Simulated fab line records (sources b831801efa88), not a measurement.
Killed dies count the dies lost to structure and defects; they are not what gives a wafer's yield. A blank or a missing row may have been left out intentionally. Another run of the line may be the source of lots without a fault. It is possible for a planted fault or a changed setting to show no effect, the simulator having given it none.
Which tool is to blame? + flow sky130 + 14 lots, 42 wafers sampled, at 2 steps of a route of 708

== WHAT THE GAUGES READ, wafer by wafer ==
SKY_VIA4_THK_MEAS_20: measures by xrf. Usual: VIA4_W_THK typically reads 514 nm, with standard deviation 8.2.
| lot  | measured     | on           | VIA4_W_THK (nm) | flag |
|------|--------------|--------------|-----------------|------|
| L518 | day 43 06:58 | filmMetro-02 | 528 515 524     |      |
| L519 | day 43 17:57 | filmMetro-02 | 517 521 520     |      |
| L520 | day 44 00:37 | filmMetro-02 | 501 508 514     |      |
| L522 | day 44 03:58 | filmMetro-01 | 517 517 526     |      |
| L524 | day 44 22:19 | filmMetro-02 | 504 522 520     |      |
| L525 | day 44 23:05 | filmMetro-01 | 528 524 515     |      |
| L526 | day 45 04:54 | filmMetro-03 | 518 503 513     |      |
| L531 | day 46 13:12 | filmMetro-01 | 518 512 507     |      |
| L533 | day 47 01:01 | filmMetro-03 | 515 502 508     |      |
| L535 | day 47 20:11 | filmMetro-03 | 516 510 515     |      |
| L536 | day 48 02:26 | filmMetro-03 | 513 510 510     |      |
| L537 | day 48 02:54 | filmMetro-02 | 516 513 524     |      |
| L539 | day 48 10:58 | filmMetro-03 | 518 503 520     |      |
| L540 | day 48 17:32 | filmMetro-01 | 512 529 518     |      |

SKY_METAL5_THK_MEAS_06: measures by xrf. Usual: METAL5_ALCU_THK typically reads 1145 nm, with standard deviation 16.
| lot  | measured     | on           | METAL5_ALCU_THK (nm) | flag |
|------|--------------|--------------|----------------------|------|
| L518 | day 43 07:36 | filmMetro-01 | 1147 1157 1138       |      |
| L519 | day 43 18:36 | filmMetro-01 | 1154 1151 1154       |      |
| L520 | day 44 01:32 | filmMetro-03 | 1143 1169 1171       |      |
| L522 | day 44 04:36 | filmMetro-03 | 1173 1177 1161       |      |
| L524 | day 44 23:12 | filmMetro-04 | 1162 1150 1135       |      |
| L525 | day 44 23:44 | filmMetro-03 | 1130 1122 1146       |      |
| L526 | day 45 05:32 | filmMetro-01 | 1166 1158 1151       |      |
| L531 | day 46 13:55 | filmMetro-01 | 1159 1140 1144       |      |
| L533 | day 47 01:40 | filmMetro-04 | 1137 1141 1114       |      |
| L535 | day 47 21:19 | filmMetro-04 | 1132 1131 1138       |      |
| L536 | day 48 03:05 | filmMetro-04 | 1130 1120 1123       |      |
| L537 | day 48 03:32 | filmMetro-03 | 1140 1138 1143       |      |
| L539 | day 48 11:36 | filmMetro-03 | 1166 1154 1161       |      |
| L540 | day 48 18:22 | filmMetro-01 | 1141 1140 1140       |      |

== EACH LOT AND THE TOOL THAT RAN IT (in order: tool; ch and the chambers of the sampled wafers; start) ==
Before these readings, the record contains no process step.

== AS READ BY THE TOOLS THEMSELVES (means over the sampled wafers that have a number; for cases with no such wafer, the mark the record gives instead) ==
The record holds no such reading with a usual standard deviation.

== THE ANSWER, worked out from the rows above alone ==
Rule: a lot is off if the mean of its wafers that have a number lies more than 3 standard deviations from the usual mean. A lot without any number at a reading at which 4 lots or more have one is off too. Where the step has rows for the other lots, those lots are counted as sound. The gauges are gone through in route order, then the tools' own readings, and for those a lot's mean is taken as printed above. The first step at which some lot is off is used, and at that step the reading that is off furthest; a lot without a number counts as furthest.
Nothing can be told from this: no lot is off at any reading shown.

== WHAT WAS PUT IN BY THE SIMULATOR ==
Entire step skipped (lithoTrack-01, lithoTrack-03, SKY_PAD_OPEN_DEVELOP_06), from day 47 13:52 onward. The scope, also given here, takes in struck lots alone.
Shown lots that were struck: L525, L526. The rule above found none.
